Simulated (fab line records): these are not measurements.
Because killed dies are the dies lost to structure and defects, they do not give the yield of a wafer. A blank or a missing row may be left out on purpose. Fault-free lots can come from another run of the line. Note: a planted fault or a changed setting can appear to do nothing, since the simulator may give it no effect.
Chamber matching -- flow gf180mcu -- GF_V3_ETCH_16 on rieDiel-02: 4 sister chambers
The step etches BARC in N2/H2. 14 wafers are shown with their chamber, then 6 later ones without.

WAFERS WITH THEIR CHAMBER
wafer,chamber,drypumpMotorCurrentA (A),oesProductAu (a.u.),rfFwdPowerW (W)
L611.3,3,4.9,0.850,498.2
L611.4,2,5.1,0.865,495.9
L611.5,2,5.0,0.860,496.8
L612.4,0,5.1,0.853,497.3
L612.5,0,5.1,0.850,495.7
L612.6,3,4.9,0.852,496.6
L616.1,1,6.1,0.852,497.8
L616.2,0,5.1,0.857,492.2
L616.5,1,6.1,0.860,499.9
L617.2,3,5.0,0.855,496.2
L617.4,2,5.1,0.861,497.1
L617.6,1,6.0,0.854,494.0
L618.3,0,5.1,0.853,494.0
L618.5,2,5.1,0.856,495.9

SIGNATURES (means of the wafers above)
reading,chamber 0,chamber 1,chamber 2,chamber 3,scatter within a chamber
drypumpMotorCurrentA,5.100,6.067,5.075,4.933,0.0456
oesProductAu,0.85325,0.85533,0.86050,0.85233,0.00336
rfFwdPowerW,494.800,497.233,496.425,497.000,1.89
Rule: distance of a wafer from a chamber = root of the sum over the readings of ((wafer's reading minus chamber's mean) / reading's scatter) squared. The wafer belongs to the nearest chamber; if the next one is less than 2 further off, it can't be placed. The scatter is the square root of a quotient: the sum, over the shown wafers, of each reading's squared deviation from its chamber's mean, divided by wafers minus chambers.

WAFERS MISSING THEIR CHAMBER
wafer,drypumpMotorCurrentA (A),oesProductAu (a.u.),rfFwdPowerW (W)
L631.1,5.1,0.854,496.0
L631.2,4.9,0.846,497.7
L631.6,6.1,0.850,497.8
L633.3,6.1,0.851,496.2
L633.5,4.9,0.859,495.1
L633.6,5.1,0.855,495.1

EACH ONE'S CHAMBER
wafer,from the rows above,in truth
L631.1,can't be placed: 0 or 2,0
L631.2,3,3
L631.6,1,1
L633.3,1,1
L633.5,can't be placed: 3 or 2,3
L633.6,can't be placed: 0 or 2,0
Correctly placed: 3 of 6. Cannot be placed on the basis of these rows: 3; the candidates contain the true chamber in 3. Placed wrongly: 0.
